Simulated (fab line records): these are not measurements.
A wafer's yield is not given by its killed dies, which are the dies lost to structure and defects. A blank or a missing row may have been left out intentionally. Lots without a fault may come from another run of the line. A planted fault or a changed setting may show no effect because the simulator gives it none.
A single fault, viewed from 2 desks -- flow sky130 -- only its own numbers are on each desk; what lay behind them is given at the end

## AT THE TOOL OWNER'S DESK: pvd sputter-02
The tool's own readings at SKY_METAL3_SPUTTER_04 (material TiN, target thk 70 nm, time 58.3 s): means of the sampled wafers that have a number, for each lot that ran on this tool. If a lot's mean is further than 4 standard deviations from the usual mean, the lot is out of limits and carries the mark OUT (the distance appears in the brackets).
Columns: A = throttle valve pct at SKY_METAL3_SPUTTER_04, usual 30.3 %
lot,first seen here,A
L394,day 38 08:17,29.7
L410,day 42 05:45,30.2
L411,day 42 11:40,29.7
This desk's verdict: no lot among the 3 shows anything out of limits.

## FROM THE METROLOGY DESK
Means of the sampled wafers that have a number, per lot and without regard to the tool the lot ran on: this is what the gauges read. If a lot's mean is further than 4 standard deviations from the usual mean, the lot is out of limits and carries the mark OUT (the distance appears in the brackets).
Columns: A = VIA2_W_RS at SKY_VIA2_RS_MEAS_22, usual 0.272 ohm/sq; B = VIA2_W_THK at SKY_VIA2_THK_MEAS_23, usual 439 nm
lot,first seen here,A,B
L394,day 38 07:42,0.273,440
L400,day 39 14:02,0.277,430
L401,day 40 03:25,0.269,443
L410,day 42 05:10,0.272,447
L411,day 42 11:07,0.276,436
L412,day 42 22:12,0.268,453
This desk's verdict: no lot among the 6 shows anything out of limits.

## PUT TOGETHER
The tool owner's desk saw nothing out of limits.
Nothing out of limits was seen by the metrology desk.

## WHAT HAD BEEN PUT IN BY THE SIMULATOR
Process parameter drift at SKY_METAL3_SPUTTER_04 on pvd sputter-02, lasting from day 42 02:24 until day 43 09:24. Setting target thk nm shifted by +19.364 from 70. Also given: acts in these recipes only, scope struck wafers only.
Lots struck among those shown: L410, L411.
